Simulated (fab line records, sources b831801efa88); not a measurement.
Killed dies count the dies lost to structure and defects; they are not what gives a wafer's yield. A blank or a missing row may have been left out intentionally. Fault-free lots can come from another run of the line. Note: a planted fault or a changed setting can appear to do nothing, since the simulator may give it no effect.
Which tool is to blame? -- flow sky130 -- 36 wafers from 12 lots sampled at 4 of the route's 708 steps

## WHAT EACH GAUGE READ, for each wafer
SKY_LDD_P_CD_MEAS_07: target cd 380 nm. Usual: cd nm at 380 nm, with a standard deviation of 3.3.
lot,measured,on,cd nm (nm),flag
L414,day 19 05:17,cd sem-01,377 378 378,
L416,day 20 03:09,cd sem-02,385 386 383,
L418,day 20 14:26,cd sem-02,380 381 381,
L419,day 20 17:28,cd sem-02,376 372 374,
L421,day 21 21:32,cd sem-01,377 377 376,
L422,day 21 22:59,cd sem-01,376 375 378,
L423,day 22 03:12,cd sem-01,380 381 381,
L425,day 22 23:30,cd sem-01,382 381 383,
L426,day 23 12:48,cd sem-01,380 380 379,
L432,day 25 21:43,cd sem-01,381 379 381,
L433,day 26 07:25,cd sem-02,380 378 380,
L436,day 26 23:18,cd sem-01,380 378 380,

SKY_POLY_CUT_OVL_MEAS_09. Usual: POLY_CUT_OVL 3 nm, standard deviation 5.2.
lot,measured,on,POLY_CUT_OVL (nm),flag
L414,day 24 11:05,overlay-01,1 -11 1,
L416,day 25 07:26,overlay-02,-1 -6 -10,
L418,day 25 16:17,overlay-02,9 8 4,
L419,day 25 20:26,overlay-01,3 10 -5,
L421,day 26 22:38,overlay-02,14 12 10,
L422,day 26 23:17,overlay-02,2 -4 0,
L423,day 27 04:17,overlay-02,48 55 48,OFF
L425,day 28 00:04,overlay-02,46 56 50,OFF
L426,day 28 12:47,overlay-02,55 57 54,OFF
L432,day 30 19:52,overlay-02,0 2 -3,
L433,day 31 04:04,overlay-02,7 3 2,
L436,day 31 18:38,overlay-01,4 3 -3,

## TOOL THAT RAN EACH LOT (tool first, then ch and the chambers of the sampled wafers, then the start)
lot,SKY_LDD_P_STRIP_10,SKY_POLY_CUT_EXPOSE_05
L414,"plasma asher-04 ch 0,1, day 19 05:34","krf scanner-01 ch 0, day 23 20:52"
L416,"plasma asher-03 ch 0,1, day 20 03:28","krf scanner-02 ch 0, day 24 16:40"
L418,"plasma asher-03 ch 1, day 20 14:43","krf scanner-01 ch 0, day 25 02:03"
L419,"plasma asher-04 ch 0,1, day 20 17:45","krf scanner-02 ch 0, day 25 06:07"
L421,"plasma asher-03 ch 0,1, day 21 21:50","krf scanner-02 ch 0, day 26 08:19"
L422,"plasma asher-02 ch 0,1, day 21 23:17","krf scanner-02 ch 0, day 26 08:51"
L423,"plasma asher-02 ch 0,1, day 22 03:30","krf scanner-02 ch 0, day 26 13:40"
L425,"plasma asher-02 ch 0,1, day 22 23:48","krf scanner-02 ch 0, day 27 09:11"
L426,"plasma asher-03 ch 1, day 23 13:06","krf scanner-02 ch 0, day 27 22:48"
L432,"plasma asher-03 ch 0,1, day 25 22:01","krf scanner-01 ch 0, day 30 05:33"
L433,"plasma asher-04 ch 0,1, day 26 07:42","krf scanner-01 ch 0, day 30 14:41"
L436,"plasma asher-02 ch 0,1, day 26 23:35","krf scanner-01 ch 0, day 31 04:53"
- SKY_LDD_P_STRIP_10: strips in O2/N2.
- SKY_POLY_CUT_EXPOSE_05: exposes mask NPCM, target cd 270 nm.

## AS READ BY THE TOOLS THEMSELVES (means over the sampled wafers that have a number; for cases with no such wafer, the mark the record gives instead)
SKY_LDD_P_STRIP_10. Usual: drypump motor current A 5.66 A, standard deviation 0.25; oes product au 0.715 a.u., standard deviation 0.0044; strip time to endpoint s 14.19 s, standard deviation 0.045.
lot,tool,drypump motor current A (A),oes product au (a.u.),strip time to endpoint s (s),flag
L414,plasma asher-04,5.57,0.717,14.20,
L416,plasma asher-03,5.95,0.713,14.16,
L418,plasma asher-03,5.93,0.711,14.21,
L419,plasma asher-04,5.60,0.716,14.24,
L421,plasma asher-03,5.93,0.720,14.18,
L422,plasma asher-02,5.47,0.718,14.23,
L423,plasma asher-02,5.51,0.716,14.16,
L425,plasma asher-02,5.51,0.718,14.14,
L426,plasma asher-03,5.92,0.713,14.21,
L432,plasma asher-03,5.93,0.714,14.12,
L433,plasma asher-04,5.60,0.718,14.19,
L436,plasma asher-02,5.53,0.711,14.21,

## THE ANSWER, worked out from the rows above alone
Rule: lot off if the mean of its wafers having a number is beyond 3 standard deviations from the usual mean. A lot without any number at a reading at which 4 lots or more have one is off too. The other lots that the step has rows for count as sound. The gauges are gone through in route order, then the tools' own readings, and for those a lot's mean is taken as printed above. At the first step where some lot is off, the reading lying furthest off is the one used; lots without a number count as furthest.
Off: at SKY_POLY_CUT_OVL_MEAS_09 (POLY_CUT_OVL), L423, L425, L426.
A tool fits if, at a process step before that reading, it ran every lot that is off, and no sound lot after the first of them. Those tools and the gauges at SKY_POLY_CUT_OVL_MEAS_09 are tried in the same way. One fits: SKY_POLY_CUT_EXPOSE_05 on krf scanner-02. Its last sound lot is L422 (day 26 08:51), its first lot that is off L423 (day 26 13:40): a fault that began between those two fits.

## WHAT WAS PUT IN BY THE SIMULATOR
Scanner matching overlay: krf scanner-02, from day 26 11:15 on, at SKY_POLY_CUT_EXPOSE_05. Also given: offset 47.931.
Struck lots among those shown: L423, L425, L426. This agrees with what the rule above found.
